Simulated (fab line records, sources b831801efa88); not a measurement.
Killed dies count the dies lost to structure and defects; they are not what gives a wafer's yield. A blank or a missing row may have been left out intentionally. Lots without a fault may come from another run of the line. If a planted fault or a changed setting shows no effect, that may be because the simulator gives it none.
Commonality check across tools ; flow gf180mcu ; Sampled: 14 lots, 48 wafers

== WHY IT WAS OPENED ==
2 of 14 lots carry a flag on the reading VT_IMPLANT_4_TW at GF_VT_IMPLANT_TW_MEAS_43. Wafers without a fault read 690, standard deviation 6.6.
Rule: a lot is flagged when every wafer of it that has a number lies more than 4 standard deviations from that mean, or none has a number. The rest of the lots are taken to be sound.

lot;measured;on;VT_IMPLANT_4_TW, wafer by wafer;flag
L462;day 7 13:13;film-metro-04;682 681 679;
L464;day 8 03:14;film-metro-04;685 688 683;
L463;day 8 04:31;film-metro-01;700 697 702;
L466;day 8 17:54;film-metro-01;700 701 699;
L467;day 8 21:50;film-metro-01;701 698 699;
L468;day 9 07:52;film-metro-04;689 685 685;
L469;day 9 15:50;film-metro-01;698 698 694;
L470;day 9 20:47;film-metro-01;697 695 694;
L471;day 9 23:44;film-metro-01;695 689 695;
L473;day 10 19:09;film-metro-01;696 695 698;
L474;day 10 23:32;film-metro-04;1165 1165 1163 1165 1161 1163;FLAGGED
L475;day 11 04:58;film-metro-01;695 696 694;
L476;day 11 14:22;film-metro-04;1170 1176 1180 1171 1176 1171;FLAGGED
L485;day 14 03:44;film-metro-03;681 680 679;
On average the flagged lots' numbers are 1169, which is +479 against the usual, or +73 standard deviations.

== LOT BY LOT: THE TOOL USED ==
The record holds 1 process step before the reading, out of a route of 602 steps. In each cell: the tool, then ch and the chambers that the sampled wafers went through, then the start.
lot;flag;GF_VT_IMPLANT_IMPLANT_41
L462;;implanter-04 ch 0, day 7 12:58
L464;;implanter-04 ch 0, day 8 02:59
L463;;implanter-01 ch 0, day 8 04:16
L466;;implanter-04 ch 0, day 8 17:39
L467;;implanter-04 ch 0, day 8 21:35
L468;;implanter-03 ch 0, day 9 07:36
L469;;implanter-01 ch 0, day 9 15:35
L470;;implanter-01 ch 0, day 9 20:34
L471;;implanter-04 ch 0, day 9 23:31
L473;;implanter-03 ch 0, day 10 18:54
L474;FLAGGED;implanter-04 ch 0, day 10 23:17
L475;;implanter-03 ch 0, day 11 04:43
L476;FLAGGED;implanter-04 ch 0, day 11 14:09
L485;;implanter-01 ch 0, day 14 03:31
What the steps here do:
- GF_VT_IMPLANT_IMPLANT_41
- GF_VT_IMPLANT_TW_MEAS_43

== FLAGGED AGAINST TOTAL, ONE TOOL AT A TIME (gauges that did the reading follow at the end) ==
step;tool;lots run;flagged;share of the flagged lots;sound lots run after its first flagged lot
GF_VT_IMPLANT_IMPLANT_41;implanter-01;4;0;none;-
GF_VT_IMPLANT_IMPLANT_41;implanter-03;3;0;none;-
GF_VT_IMPLANT_IMPLANT_41;implanter-04;7;2;all;0
GF_VT_IMPLANT_TW_MEAS_43;film-metro-01;8;0;none;-
GF_VT_IMPLANT_TW_MEAS_43;film-metro-03;1;0;none;-
GF_VT_IMPLANT_TW_MEAS_43;film-metro-04;5;2;all;0

== WHAT THE TABLE PERMITS ==
implanter-04 at GF_VT_IMPLANT_IMPLANT_41 and film-metro-04 at GF_VT_IMPLANT_TW_MEAS_43 are the 2 rows of the table that ran each flagged lot.
- implanter-04 at GF_VT_IMPLANT_IMPLANT_41: 2 of its 7 lots flagged. A fault beginning between L471 (day 9 23:31), its last sound lot, and L474 (day 10 23:17), its first flagged one, fits the data. Its own readings (dose-ions-cm2, faraday-current-uA) fall more than 4 standard deviations out on all wafers of the flagged lots.
- film-metro-04 at GF_VT_IMPLANT_TW_MEAS_43: 2 of its 5 lots flagged. A fault beginning between L468 (day 9 07:52), its last sound lot, and L474 (day 10 23:32), its first flagged one, fits the data.
Counting lots can't tell these 2 tools apart, because each fits a fault that began at some hour. More lots, or a look at what each step does to the wafer, might.

== WHAT THE SIMULATOR PUT IN ==
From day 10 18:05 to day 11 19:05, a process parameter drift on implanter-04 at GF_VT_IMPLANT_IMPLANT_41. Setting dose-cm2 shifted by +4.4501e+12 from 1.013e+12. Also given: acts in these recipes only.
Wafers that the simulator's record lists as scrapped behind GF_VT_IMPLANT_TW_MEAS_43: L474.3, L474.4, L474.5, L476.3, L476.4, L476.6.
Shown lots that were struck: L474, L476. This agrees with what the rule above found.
